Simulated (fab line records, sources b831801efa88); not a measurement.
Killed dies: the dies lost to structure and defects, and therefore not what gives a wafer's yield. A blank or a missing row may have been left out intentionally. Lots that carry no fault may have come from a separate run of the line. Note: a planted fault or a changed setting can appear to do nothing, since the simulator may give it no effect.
Matching of chambers	flow sky130	SKY_CAPM_CVD_00 on pecvd-04: 3 sister chambers
The step deposits SiO2, target thk 15.5 nm. 3 wafers are shown with their chamber, then 7 later ones without.

## WAFERS, EACH WITH ITS CHAMBER
wafer	chamber	heater power w (W)
L084.5	1	835
L091.1	2	769
L091.5	0	880

## WAFERS WITH NO CHAMBER GIVEN
wafer	heater power w (W)
L091.6	745
L093.1	778
L093.2	865
L093.4	741
L096.2	816
L096.4	821
L096.5	780

## WHICH CHAMBER EACH WENT THROUGH
wafer	from the rows above	in truth
L091.6	2	2
L093.1	2	2
L093.2	can't be placed: 0 or 1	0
L093.4	2	2
L096.2	can't be placed: 1 or 2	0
L096.4	1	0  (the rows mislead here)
L096.5	2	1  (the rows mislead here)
Correct placement for 3 of the 7. Unplaceable from these rows: 2, with the true chamber sitting among the candidates in 1. Placed wrongly: 2.
How it was worked out, from the rows above alone: a wafer's distance from a chamber is the root of the sum, over the readings, of the square of ((its reading less the chamber's mean) divided by the reading's scatter). The wafer belongs to the nearest chamber; if the next one is less than 2 further off, it can't be placed. The mean given for a chamber averages the wafers shown for that chamber. The scatter: with one shown wafer a chamber, the root of the mean of the squares of how far each hidden wafer lies from its nearest shown one.
